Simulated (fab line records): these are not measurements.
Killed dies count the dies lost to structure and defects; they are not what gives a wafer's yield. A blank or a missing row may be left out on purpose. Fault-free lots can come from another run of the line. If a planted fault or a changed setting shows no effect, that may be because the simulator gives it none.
fab line records | flow sky130
record: lots: 14 wafers: 42 last_day: 50
route steps=708 shown VT_ADJUST_HVTR@139 SONOS_ONO@181 LDD_N@252
lots that met no fault: from a run of the same line without faults
start_h: the number of hours between the record's first day and the start of the first shown wafer of the lot | wait_h: time in hours since the lot's previous step | " identical to the entry in the row above | L1.1+2: several wafers, shown together as one row | - either no value or no given start | * or withheld: withheld | < > ~ a bound
route shown NAME@n: a module of which the file shows steps, and the number in the route of the first | usual: the fault-free wafers' mean and standard deviation | same: alike in all rows | chamber/n: place in a boat | sites: the reading at each site | _std_site: the values' standard deviation | _edge_site: the outer-site mean with the inner-site mean subtracted | radius_mm: how far each site lies from the wafer's centre | mask NAME#n: copy n | behind: the last tool/chamber to shape the wafer | hold: why the lot was held/for how many hours/how that ended | device: whichever transistor did not switch (one of n, p or np) | end of line: the tests these same wafers got at the end of their route | a step given without rows: its recipe and nothing more | killed: at the first sort, the dies lost to defects and structure; wafer yield is something else | map: a wafer's dies, x killed, . not, _ none there
set.NAME: the setting as run; set.NAME@STEP: as run at that earlier step | model.NAME: the simulator's own value behind a step, which no gauge read
steps of the route over a sample of lots; a table a step, a row a wafer
services: the hour from which a tool's chamber was out of use, counted from the record's first day as start_h (under 0 if before that day), plus the number of hours and why
== steps ==
step: SKY_VT_ADJUST_HVTR_OVL_MEAS_08
usual: VT_ADJUST_HVTR_OVL: 0.2/1.3
columns lot.wafer tool chamber start_h wait_h VT_ADJUST_HVTR_OVL[nm]
L278.4 overlay-01 - 218.99 0.1 0.1
L278.5 " - " " 0.5
L278.6 " - " " 1.2
L279.1 overlay-01 - 229.37 0.1 2.3
L279.4 " - " " 2.7
L279.5 " - " " 2.8
L280.3 overlay-02 - 234.13 0.1 0.7
L280.5 " - " " -1.6
L280.6 " - " " -1.0
L282.1 overlay-02 - 251.67 0.1 -1.6
L282.2 " - " " 0.5
L282.4 " - " " 0.3
L283.3 overlay-02 - 261.78 0.1 -1.8
L283.5 " - " " 0.0
L283.6 " - " " -0.6
L284.1 overlay-02 - 262.73 0.1 -0.8
L284.3 " - " " -0.6
L284.5 " - " " 0.7
L285.1 overlay-01 - 269.97 0.1 1.2
L285.2 " - " " -0.1
L285.4 " - " " 1.0
L288.1 overlay-01 - 294.17 0.1 1.8
L288.3 " - " " 2.2
L288.6 " - " " 1.0
L291.4 overlay-02 - 313.09 0.1 -0.7
L291.5 " - " " -0.1
L291.6 " - " " -0.3
L292.1 overlay-01 - 323.07 0.1 0.4
L292.3 " - " " 1.5
L292.6 " - " " 0.7
L293.1 overlay-02 - 329.69 0.1 0.0
L293.3 " - " " 0.4
L293.4 " - " " -0.7
L294.1 overlay-01 - 338.16 0.1 -2.4
L294.2 " - " " 0.4
L294.6 " - " " -2.5
L298.2 overlay-01 - 364.58 0.1 0.9
L298.3 " - " " 1.4
L298.4 " - " " 1.2
L299.2 overlay-01 - 375.28 0.1 -1.8
L299.4 " - " " 1.2
L299.6 " - " " 2.2
step: SKY_SONOS_ONO_CD_MEAS_13
recipe: target_cd_nm: 410
usual: cd_nm: 410.7/2.5
columns lot.wafer tool chamber start_h wait_h cd_nm
L278.4 cd_sem-02 - 298.06 0.1 410.3
L278.5 " - " " 412.0
L278.6 " - " " 411.4
L279.1 cd_sem-02 - 310.80 0.1 408.9
L279.4 " - " " 408.7
L279.5 " - " " 411.1
L280.3 cd_sem-02 - 313.74 0.1 409.8
L280.5 " - " " 411.2
L280.6 " - " " 411.9
L282.1 cd_sem-02 - 333.25 0.1 409.2
L282.2 " - " " 407.8
L282.4 " - " " 411.1
L283.3 cd_sem-02 - 344.44 0.1 408.4
L283.5 " - " " 408.2
L283.6 " - " " 407.5
L284.1 cd_sem-02 - 345.90 0.1 417.8
L284.3 " - " " 416.2
L284.5 " - " " 417.1
L285.1 cd_sem-02 - 352.35 0.1 411.2
L285.2 " - " " 412.5
L285.4 " - " " 411.0
L288.1 cd_sem-01 - 384.62 0.1 411.2
L288.3 " - " " 412.2
L288.6 " - " " 410.3
L291.4 cd_sem-01 - 403.18 0.1 415.7
L291.5 " - " " 415.7
L291.6 " - " " 413.5
L292.1 cd_sem-01 - 411.37 0.1 413.7
L292.3 " - " " 416.0
L292.6 " - " " 414.6
L293.1 cd_sem-02 - 421.05 0.1 408.2
L293.3 " - " " 407.5
L293.4 " - " " 409.0
L294.1 cd_sem-02 - 432.55 0.1 409.0
L294.2 " - " " 409.2
L294.6 " - " " 407.5
L298.2 cd_sem-01 - 465.24 0.1 411.1
L298.3 " - " " 409.9
L298.4 " - " " 410.3
L299.2 cd_sem-01 - 471.09 0.1 409.2
L299.4 " - " " 408.9
L299.6 " - " " 408.5
step: SKY_SONOS_ONO_OVL_MEAS_14
usual: SONOS_ONO_OVL: -0.4/1.3
columns lot.wafer tool chamber start_h wait_h SONOS_ONO_OVL[nm]
L278.4 overlay-01 - 298.14 0.1 -0.8
L278.5 " - " " 1.3
L278.6 " - " " 0.5
L279.1 overlay-02 - 310.92 0.1 -2.5
L279.4 " - " " -0.1
L279.5 " - " " -0.3
L280.3 overlay-01 - 313.83 0.1 0.1
L280.5 " - " " 0.3
L280.6 " - " " 0.6
L282.1 overlay-01 - 333.37 0.1 -2.1
L282.2 " - " " -0.4
L282.4 " - " " -1.2
L283.3 overlay-02 - 344.53 0.1 0.6
L283.5 " - " " -2.0
L283.6 " - " " -1.3
L284.1 overlay-02 - 346.02 0.1 0.0
L284.3 " - " " 1.4
L284.5 " - " " -1.2
L285.1 overlay-02 - 352.47 0.1 -3.1
L285.2 " - " " 0.1
L285.4 " - " " -0.6
L288.1 overlay-02 - 384.74 0.1 -2.7
L288.3 " - " " -2.1
L288.6 " - " " -1.4
L291.4 overlay-02 - 403.26 0.1 0.1
L291.5 " - " " -2.5
L291.6 " - " " 1.0
L292.1 overlay-01 - 411.49 0.1 -1.8
L292.3 " - " " -1.2
L292.6 " - " " -1.6
L293.1 overlay-01 - 421.17 0.1 0.1
L293.3 " - " " -1.1
L293.4 " - " " 0.9
L294.1 overlay-01 - 432.67 0.1 0.3
L294.2 " - " " 0.7
L294.6 " - " " -0.9
L298.2 overlay-02 - 465.35 0.1 -1.4
L298.3 " - " " 0.1
L298.4 " - " " 0.0
L299.2 overlay-01 - 471.20 0.1 2.0
L299.4 " - " " -0.4
L299.6 " - " " 0.2
step: SKY_LDD_N_IMPLANT_15
recipe: species: BF2 energy_kev: 50 dose_cm2: 5e+12 tilt_deg: 30 rotation_deg: 270
usual: beam_energy_keV: 50.001/0.014 beam_on_s: 9.98/0.21
columns lot.wafer tool chamber start_h wait_h beam_energy_keV beam_on_s
L278.4 implanter-02 0 420.88 0.1 50.014 9.95
L278.5 " 0 " " 49.999 9.83
L278.6 " 0 " " 50.012 9.81
L279.1 implanter-02 0 439.61 0.1 49.990 10.26
L279.4 " 0 " " 50.011 9.91
L279.5 " 0 " " 50.010 10.30
L280.3 implanter-02 0 442.53 0.1 50.019 9.78
L280.5 " 0 " " 50.001 10.17
L280.6 " 0 " " 50.015 10.03
L282.1 implanter-04 0 466.61 0.1 49.977 9.81
L282.2 " 0 " " 49.986 10.00
L282.4 " 0 " " 49.986 10.06
L283.3 implanter-01 0 475.23 0.1 50.016 9.92
L283.5 " 0 " " 50.001 10.11
L283.6 " 0 " " 50.007 9.68
L284.1 implanter-01 - 477.58 0.1 - -
L284.3 " - " " - -
L284.5 " - " " - -
L285.1 implanter-02 - 484.48 0.1 - -
L285.2 " - " " - -
L285.4 " - " " - -
L288.1 implanter-01 0 518.78 0.1 49.993 9.90
L288.3 " 0 " " 49.981 10.31
L288.6 " 0 " " 50.006 10.37
L291.4 implanter-01 0 539.43 0.1 49.989 10.13
L291.5 " 0 " " 50.009 10.07
L291.6 " 0 " " 49.988 9.84
L292.1 implanter-02 0 549.69 0.1 50.003 9.99
L292.3 " 0 " " 49.983 9.75
L292.6 " 0 " " 50.014 10.33
L293.1 implanter-04 0 555.46 0.1 49.995 10.05
L293.3 " 0 " " 49.963 9.71
L293.4 " 0 " " 49.965 9.99
L294.1 implanter-01 0 569.01 0.1 50.005 10.10
L294.2 " 0 " " 49.997 10.40
L294.6 " 0 " " 49.996 10.19
L298.2 implanter-01 0 595.11 0.1 50.028 9.65
L298.3 " 0 " " 50.018 10.12
L298.4 " 0 " " 50.000 10.02
L299.2 implanter-02 0 603.68 0.1 49.994 9.85
L299.4 " 0 " " 50.009 10.21
L299.6 " 0 " " 50.009 9.76
== services ==
columns tool chamber start_h hours kind
implanter-04 - 403.31 4.2 repair
implanter-01 - 418.16 6.7 repair
implanter-02 - 459.08 4.2 pm
implanter-02 - 470.16 1.2 repair
implanter-04 - 481.94 2.9 pm
implanter-01 - 493.97 1.6 repair
implanter-04 - 537.56 1.0 repair
implanter-02 - 552.35 4.2 repair
implanter-01 - 586.31 3.4 pm
implanter-02 - 586.41 3.4 repair
== key ==
first_sign: step: SKY_LDD_N_IMPLANT_15 reading: tool_record direction: missing
effect none on later readings
met_at SKY_LDD_N_IMPLANT_15
struck_lots L284,L285
later_rows_left_out L284.1,L284.3,L284.5,L285.1,L285.2,L285.4
sort_left_out L284.1,L284.3,L284.5,L285.1,L285.2,L285.4
tester_left_out L284,L285
not_acting_at SKY_VT_ADJUST_HVTR_OVL_MEAS_08,SKY_SONOS_ONO_CD_MEAS_13,SKY_SONOS_ONO_OVL_MEAS_14
onset_between 475.23 477.58
fault: kind: skipped_step_whole tool: implanter-01,implanter-02 chamber: - onset_h: 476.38 steps: SKY_LDD_N_IMPLANT_15 scope: struck_lots_only
tester_left_out: of these lots the tester's yield and bins aren't shown, on N5 and GAA mostly nor the transistor test; their killed dies are dies lost to structure and defects alone, not to doping, threshold or leakage, so they don't give the yield
sort_left_out: the simulated sort isn't trusted on such a fault, so these wafers' sort isn't shown, and their yield isn't known
later_rows_left_out: the simulator's readings of these wafers behind a module that went badly wrong aren't trusted and aren't shown, but for the sort
